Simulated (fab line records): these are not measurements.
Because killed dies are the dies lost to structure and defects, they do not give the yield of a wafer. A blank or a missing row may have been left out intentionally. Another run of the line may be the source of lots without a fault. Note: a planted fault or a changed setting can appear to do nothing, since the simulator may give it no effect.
fab line records | flow gf180mcu | part 2 of 2: steps 28 to 37 of 37
[record] lots = 5 | wafers = 15 | last-day = 33
route steps=602 shown VT_IMPLANT@130 MVSD@136 NWELL@137 LVPWELL@138 MVPSD@139 DUAL_GATE@141 POLY_GATE@157
lots with no fault: from the same line, run without faults
start-h: start of the lot's first displayed wafer, in hours after the record's first day | wait-h: hours from the lot's prior step to this one | " the same as in the row above | L1.1+2: a single row standing in for several wafers | - no value, or no start given | * or withheld: withheld | < > ~ a bound
route shown NAME@n: a module of which the file shows steps, and the number in the route of the first | usual: mean and standard deviation over wafers with no fault | same: alike in all rows | chamber/n: place in a boat | sites: readings site by site | _std_site: the standard deviation of these | _edge_site: the outer-site mean with the inner-site mean subtracted | radius-mm: for every site, how far away it sits from the centre of the wafer | mask NAME#n: copy n | behind: tool/chamber where the wafer was last shaped | hold: why the lot was held/for how many hours/how that ended | device: the transistor (n, p or np) that didn't switch | end of line: the route-end tests of the same wafers | a step with no rows: only its recipe | killed: count of dies lost to structure and defects at first sort (not the wafer's yield) | map: a wafer's dies, x killed, . not, _ none there
set.NAME: the run value of the setting; set.NAME@STEP: its run value at that earlier step | model.NAME: the simulator's own value behind a step, which no gauge read
lots at some steps of the route; a table a step, a row a wafer
services: when a tool's chamber went out of use (start-h, in hours from the record's first day, below 0 if earlier), for how many hours, and the reason
[[steps]]
[step GF_POLY_GATE_CVD_00]
[recipe] material = poly-Si | target-thk-nm = 200 | temp-c = 620 | time-s = 1200 | pressure-mtorr = 200
[usual] spike-tc-lower-C = 620.6/1.1 | spike-tc-top-C = 639.3/1.3 | zone-power-centre-pct = 9.5/0.63
lot.wafer | tool     | chamber | start-h | wait-h | spike-tc-lower-C | spike-tc-top-C | zone-power-centre-pct
L077.2    | lpcvd-02 | 0       | 210.24  | 0.0    | 622.7            | 638.4          | 8.5
L077.3    | "        | 0       | "       | "      | 621.2            | 639.2          | 8.6
L077.4    | "        | 0       | "       | "      | 620.2            | 638.0          | 8.6
L084.3    | lpcvd-02 | 0       | 245.14  | 0.1    | 620.4            | 639.2          | 8.6
L084.5    | "        | 0       | "       | "      | 621.0            | 638.5          | 8.4
L084.6    | "        | 0       | "       | "      | 620.8            | 638.3          | 8.6
L086.3    | lpcvd-01 | 0       | 261.92  | 0.0    | 621.0            | 640.6          | 9.8
L086.5    | "        | 0       | "       | "      | 621.5            | 636.5          | 9.8
L086.6    | "        | 0       | "       | "      | 621.7            | 638.1          | 9.8
L088.2    | lpcvd-01 | 0       | 275.22  | 0.0    | 621.9            | 639.2          | 9.8
L088.4    | "        | 0       | "       | "      | 621.8            | 639.1          | 9.6
L088.6    | "        | 0       | "       | "      | 622.6            | 640.0          | 9.7
L092.1    | lpcvd-01 | 0       | 299.51  | 0.0    | 620.3            | 638.3          | 9.6
L092.3    | "        | 0       | "       | "      | 619.9            | 638.9          | 9.8
L092.6    | "        | 0       | "       | "      | 619.4            | 638.9          | 9.7
[step GF_POLY_GATE_THK_MEAS_01]
[recipe] reads = poly-Si_of_POLY_GATE_CVD_00
[usual] POLY_GATE_CVD_00_THK = 200.3/1.9
lot.wafer | tool          | chamber | start-h | wait-h | POLY_GATE_CVD_00_THK[nm]
L077.2    | film-metro-01 | -       | 211.58  | 0.0    | 202.6
L077.3    | "             | -       | "       | "      | 201.8
L077.4    | "             | -       | "       | "      | 202.2
L084.3    | film-metro-02 | -       | 246.49  | 0.0    | 201.8
L084.5    | "             | -       | "       | "      | 203.6
L084.6    | "             | -       | "       | "      | 202.1
L086.3    | film-metro-03 | -       | 263.27  | 0.0    | 200.9
L086.5    | "             | -       | "       | "      | 201.8
L086.6    | "             | -       | "       | "      | 200.7
L088.2    | film-metro-01 | -       | 276.56  | 0.0    | 202.4
L088.4    | "             | -       | "       | "      | 199.4
L088.6    | "             | -       | "       | "      | 198.9
L092.1    | film-metro-02 | -       | 300.85  | 0.0    | 201.3
L092.3    | "             | -       | "       | "      | 201.0
L092.6    | "             | -       | "       | "      | 200.0
[step GF_POLY_GATE_DEHYDRATE_02]
[recipe] temp-c = 200 | time-s = 60
[usual] chill-plate-temp-C = 23.00/0.1
lot.wafer | tool           | chamber | start-h | wait-h | chill-plate-temp-C
L077.2    | litho-track-01 | 0       | 219.26  | 7.7    | 23.15
L077.3    | "              | 0       | "       | "      | 23.01
L077.4    | "              | 0       | "       | "      | 23.05
L084.3    | litho-track-01 | 0       | 255.58  | 9.1    | 22.88
L084.5    | "              | 0       | "       | "      | 22.96
L084.6    | "              | 0       | "       | "      | 22.96
L086.3    | litho-track-02 | 0       | 272.03  | 8.7    | 22.85
L086.5    | "              | 0       | "       | "      | 22.81
L086.6    | "              | 0       | "       | "      | 23.08
L088.2    | litho-track-02 | 0       | 285.01  | 8.4    | 23.06
L088.4    | "              | 0       | "       | "      | 22.90
L088.6    | "              | 0       | "       | "      | 23.07
L092.1    | litho-track-03 | 0       | 310.05  | 9.2    | 23.00
L092.3    | "              | 0       | "       | "      | 23.00
L092.6    | "              | 0       | "       | "      | 23.21
[step GF_POLY_GATE_HMDS_03]
[recipe] prime-time-s = 60 | prime-temp-c = 120
[usual] chill-plate-temp-C = 22.99/0.11
lot.wafer | tool           | chamber | start-h | wait-h | chill-plate-temp-C
L077.2    | litho-track-01 | 0       | 219.41  | 0.1    | 23.23
L077.3    | "              | 0       | "       | "      | 23.05
L077.4    | "              | 0       | "       | "      | 22.95
L084.3    | litho-track-01 | 0       | 255.73  | 0.1    | 22.86
L084.5    | "              | 0       | "       | "      | 23.04
L084.6    | "              | 0       | "       | "      | 23.06
L086.3    | litho-track-02 | 0       | 272.18  | 0.1    | 22.97
L086.5    | "              | 0       | "       | "      | 23.11
L086.6    | "              | 0       | "       | "      | 22.92
L088.2    | litho-track-02 | 0       | 285.16  | 0.1    | 23.07
L088.4    | "              | 0       | "       | "      | 23.04
L088.6    | "              | 0       | "       | "      | 23.12
L092.1    | litho-track-03 | 0       | 310.20  | 0.1    | 23.14
L092.3    | "              | 0       | "       | "      | 23.09
L092.6    | "              | 0       | "       | "      | 23.21
[step GF_POLY_GATE_COAT_04]
[recipe] resist = BARC | temp-c = withheld | time-s = withheld | spin-rpm = withheld | resist-thk-nm = withheld
[usual] chill-plate-temp-C = *
lot.wafer | tool           | chamber | start-h | wait-h | chill-plate-temp-C
L077.2    | litho-track-01 | 0       | 219.56  | 0.1    | *
L077.3    | "              | 0       | "       | "      | *
L077.4    | "              | 0       | "       | "      | *
L084.3    | litho-track-01 | 0       | 255.88  | 0.1    | *
L084.5    | "              | 0       | "       | "      | *
L084.6    | "              | 0       | "       | "      | *
L086.3    | litho-track-02 | 0       | 272.33  | 0.1    | *
L086.5    | "              | 0       | "       | "      | *
L086.6    | "              | 0       | "       | "      | *
L088.2    | litho-track-02 | 0       | 285.31  | 0.1    | *
L088.4    | "              | 0       | "       | "      | *
L088.6    | "              | 0       | "       | "      | *
L092.1    | litho-track-03 | 0       | 310.35  | 0.1    | *
L092.3    | "              | 0       | "       | "      | *
L092.6    | "              | 0       | "       | "      | *
[step GF_POLY_GATE_COAT_05]
[recipe] resist = KrF | spin-rpm = withheld | resist-thk-nm = 711.3
[usual] chill-plate-temp-C = 23.01/0.1
lot.wafer | tool           | chamber | start-h | wait-h | chill-plate-temp-C
L077.2    | litho-track-01 | 0       | -       | -      | 23.01
L077.3    | "              | 0       | "       | "      | 23.09
L077.4    | "              | 0       | "       | "      | 23.06
L084.3    | litho-track-01 | 0       | -       | -      | 22.94
L084.5    | "              | 0       | "       | "      | 23.10
L084.6    | "              | 0       | "       | "      | 22.89
L086.3    | litho-track-02 | 0       | -       | -      | 23.09
L086.5    | "              | 0       | "       | "      | 22.92
L086.6    | "              | 0       | "       | "      | 23.04
L088.2    | litho-track-02 | 0       | -       | -      | 22.93
L088.4    | "              | 0       | "       | "      | 23.09
L088.6    | "              | 0       | "       | "      | 22.97
L092.1    | litho-track-03 | 0       | -       | -      | 22.82
L092.3    | "              | 0       | "       | "      | 22.74
L092.6    | "              | 0       | "       | "      | 22.83
[step GF_POLY_GATE_SOFTBAKE_06]
[recipe] temp-c = 130 | time-s = 60 | resist = KrF
[usual] chill-plate-temp-C = 23.00/0.1
lot.wafer | tool           | chamber | start-h | wait-h | chill-plate-temp-C
L077.2    | litho-track-01 | 0       | -       | -      | 23.07
L077.3    | "              | 0       | "       | "      | 23.02
L077.4    | "              | 0       | "       | "      | 22.96
L084.3    | litho-track-01 | 0       | -       | -      | 22.97
L084.5    | "              | 0       | "       | "      | 23.03
L084.6    | "              | 0       | "       | "      | 23.14
L086.3    | litho-track-02 | 0       | -       | -      | 22.83
L086.5    | "              | 0       | "       | "      | 22.93
L086.6    | "              | 0       | "       | "      | 22.82
L088.2    | litho-track-02 | 0       | -       | -      | 23.08
L088.4    | "              | 0       | "       | "      | 22.85
L088.6    | "              | 0       | "       | "      | 22.89
L092.1    | litho-track-03 | 0       | -       | -      | 22.89
L092.3    | "              | 0       | "       | "      | 23.03
L092.6    | "              | 0       | "       | "      | 22.88
[step GF_POLY_GATE_EXPOSE_07]
[recipe] mask-id = Poly2 | target-cd-nm = 280 | na = 0.68 | source-shape = conventional | sigma-outer = 0.6 | dose-mj = 28
lot.wafer  | tool           | chamber | start-h | wait-h | mask
L077.2+3+4 | krf-scanner-02 | 0       | -       | -      | Poly2#0
L084.3+5+6 | krf-scanner-01 | 0       | -       | -      | Poly2#0
L086.3+5+6 | krf-scanner-02 | 0       | -       | -      | Poly2#0
L088.2+4+6 | krf-scanner-01 | 0       | -       | -      | Poly2#0
L092.1+3+6 | krf-scanner-01 | 0       | -       | -      | Poly2#0
[step GF_POLY_GATE_PEB_08]
[recipe] peb-temp-c = 135 | peb-time-s = 90 | resist = KrF
[usual] chill-plate-temp-C = 22.99/0.11
lot.wafer | tool           | chamber | start-h | wait-h | chill-plate-temp-C
L077.2    | litho-track-02 | 0       | -       | -      | 22.91
L077.3    | "              | 0       | "       | "      | 22.86
L077.4    | "              | 0       | "       | "      | 22.88
L084.3    | litho-track-03 | 0       | -       | -      | 22.92
L084.5    | "              | 0       | "       | "      | 22.99
L084.6    | "              | 0       | "       | "      | 22.94
L086.3    | litho-track-02 | 0       | -       | -      | 22.92
L086.5    | "              | 0       | "       | "      | 23.06
L086.6    | "              | 0       | "       | "      | 23.11
L088.2    | litho-track-01 | 0       | -       | -      | 22.98
L088.4    | "              | 0       | "       | "      | 23.07
L088.6    | "              | 0       | "       | "      | 23.01
L092.1    | litho-track-01 | 0       | -       | -      | 22.87
L092.3    | "              | 0       | "       | "      | 22.90
L092.6    | "              | 0       | "       | "      | 22.99
[step GF_POLY_GATE_DEVELOP_09]
[recipe] develop-time-s = 60 | resist = KrF | dev-temp-c = 21
[usual] chill-plate-temp-C = 22.99/0.11
lot.wafer | tool           | chamber | start-h | wait-h | chill-plate-temp-C
L077.2    | litho-track-02 | 0       | 227.36  | 0.2    | 23.05
L077.3    | "              | 0       | "       | "      | 22.90
L077.4    | "              | 0       | "       | "      | 23.05
L084.3    | litho-track-03 | 0       | 265.55  | 0.1    | 22.93
L084.5    | "              | 0       | "       | "      | 22.89
L084.6    | "              | 0       | "       | "      | 23.13
L086.3    | litho-track-02 | 0       | 281.98  | 0.1    | 23.02
L086.5    | "              | 0       | "       | "      | 23.17
L086.6    | "              | 0       | "       | "      | 23.03
L088.2    | litho-track-01 | 0       | 294.76  | 0.2    | 23.10
L088.4    | "              | 0       | "       | "      | 22.96
L088.6    | "              | 0       | "       | "      | 23.10
L092.1    | litho-track-01 | 0       | 321.18  | 0.2    | 23.08
L092.3    | "              | 0       | "       | "      | 23.01
L092.6    | "              | 0       | "       | "      | 23.17
[[services]]
tool             | chamber | start-h | hours | kind
furnace-02       | -       | 153.75  | 82.1  | pm
plasma-asher-03  | -       | 158.35  | 2.8   | pm
implanter-04     | -       | 170.40  | 0.9   | repair
krf-scanner-02   | -       | 174.13  | 4.4   | pm
iline-stepper-02 | -       | 182.40  | 4.7   | repair
krf-scanner-01   | -       | 187.31  | 1.3   | pm
plasma-asher-02  | -       | 189.13  | 3.6   | repair
wet-bench-02     | -       | 189.54  | 1.9   | pm
krf-scanner-01   | -       | 200.54  | 1.0   | pm
iline-stepper-02 | -       | 201.05  | 31.8  | repair
wet-bench-01     | -       | 229.36  | 2.2   | repair
iline-stepper-02 | -       | 232.84  | 1.7   | pm
plasma-asher-02  | -       | 236.62  | 6.8   | repair
plasma-asher-02  | -       | 237.89  | 1.0   | repair
wet-bench-03     | -       | 257.76  | 1.5   | repair
krf-scanner-01   | -       | 258.11  | 0.8   | pm
furnace-01       | -       | 265.73  | 3.5   | pm
furnace-01       | -       | 269.25  | 18.2  | pm
rtp-anneal-01    | -       | 286.51  | 5.3   | pm
furnace-01       | -       | 287.48  | 2.8   | pm
furnace-02       | -       | 291.22  | 2.5   | pm
plasma-asher-02  | -       | 300.93  | 0.8   | repair
krf-scanner-01   | -       | 315.35  | 0.3   | repair
krf-scanner-01   | -       | 316.24  | 0.7   | repair
